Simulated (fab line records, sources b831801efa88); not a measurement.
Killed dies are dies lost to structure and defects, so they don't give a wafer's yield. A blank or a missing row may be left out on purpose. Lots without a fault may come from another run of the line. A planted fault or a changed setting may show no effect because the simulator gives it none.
A struck lot beside a sound one | flow gf180mcu | 19 steps out of a route of 602
Sound: wafers L550.2, L550.4, L550.6. Struck: wafers L562.1, L562.4, L562.5. The cause comes at the end.
At each step with rows: each side's tool, then ch and its chambers, then its first start. Under that, the readings that differ: sound wafers | struck wafers | difference of the means | sigmas: that difference in standard deviations of wafers without a fault.
alike: readings whose means differ by less than 2 such deviations, and words and numbers that are the same on both sides. not compared: withheld readings, readings that some wafer has no value for, bounds like >300 that may hide the same value, and numbers for which the record gives no deviation and whose values overlap.
The two part at a step that has a row with sigmas, a row that says differs or no value, or rows on one side only. Numbers that don't overlap but have no deviation are shown without sigmas and don't part them. A reading that every wafer of one side lacks parts them only if that side has two wafers or more.

first, 3 steps without rows for these wafers: GF_HV_LDD_EXPOSE_16 (exposes mask Pplus LV AREA, target cd 400 nm); GF_HV_LDD_PEB_17; GF_HV_LDD_DEVELOP_18 (develop time 60 s).
GF_HV_LDD_CD_MEAS_19: target cd 400 nm.
  sound on cd_sem-02, day 13 16:55; struck on cd_sem-01, day 16 21:23
  reading    | sound             | struck            | difference | sigmas
  cd_nm (nm) | 401.8 404.1 403.3 | 397.2 396.6 397.4 | -6.0       | -2
GF_HV_LDD_OVL_MEAS_20:
  sound on overlay-01, day 13 17:01; struck on overlay-02, day 16 21:30
  alike: HV_LDD_01_OVL
then, 1 step without rows for these wafers: GF_HV_LDD_IMPLANT_21.
GF_HV_LDD_STRIP_22: strips in O2/N2.
  sound on plasma_asher-03 ch 0,1, day 13 17:21; struck on plasma_asher-01 ch 0,1, day 16 21:41
  alike: drypump_motor_current_A, heater_power_w, oes_product_au, strip_time_to_endpoint_s
  not compared: rf_hours_counter_h
GF_HV_LDD_TW_MEAS_23:
  sound on film_metro-02, day 13 17:28; struck on film_metro-03, day 16 21:47
  alike: HV_LDD_2_TW
then, 4 steps without rows for these wafers: GF_HV_LDD_DEHYDRATE_24 (time 60 s); GF_HV_LDD_HMDS_25 (prime time 60 s); GF_HV_LDD_COAT_26 (resist thk 1000 nm); GF_HV_LDD_SOFTBAKE_27 (time 60 s).
GF_HV_LDD_EXPOSE_28: exposes mask Nplus HV AREA, target cd 400 nm.
  sound on iline_stepper-02 ch 0, day 14 04:05; struck on iline_stepper-02 ch 0, day 17 09:32
  reading                        | sound             | struck               | difference | sigmas
  model.HV_LDD.overlay_x_nm (nm) | 1.139 1.139 1.139 | -92.83 -92.83 -92.83 | -93.97     |
  alike: mask, exposure_dose_mJ_cm2
then, 2 steps without rows for these wafers: GF_HV_LDD_PEB_29; GF_HV_LDD_DEVELOP_30 (develop time 60 s).
GF_HV_LDD_CD_MEAS_31: target cd 400 nm.
  sound on cd_sem-01, day 14 14:18; struck on cd_sem-01, day 17 20:46
  reading    | sound             | struck            | difference | sigmas
  cd_nm (nm) | 397.7 398.3 398.3 | 404.4 402.4 404.5 | +5.7       | +2
GF_HV_LDD_OVL_MEAS_32:
  sound on overlay-02, day 14 14:24; struck on overlay-01, day 17 20:53
  reading            | sound         | struck            | difference | sigmas
  HV_LDD_02_OVL (nm) | -1.2 -0.8 0.0 | -93.0 -92.7 -94.4 | -92.7      | -62
then, 1 step without rows for these wafers: GF_HV_LDD_IMPLANT_33.
-- the record jumps here: 16 days lie between the struck wafers' starts before and after (it left off in module HV_LDD and takes up again in module PASSIVATION, whose first step shown is number 602 of the route) --
GF_PASSIVATION_PROBE_99:
  the record has rows for the struck wafers here (prober-01, day 34 08:07) and none for the sound ones

WHERE THEY PART
First at GF_HV_LDD_CD_MEAS_19; last, within this record, at GF_PASSIVATION_PROBE_99.

WHY: what the simulator had put in
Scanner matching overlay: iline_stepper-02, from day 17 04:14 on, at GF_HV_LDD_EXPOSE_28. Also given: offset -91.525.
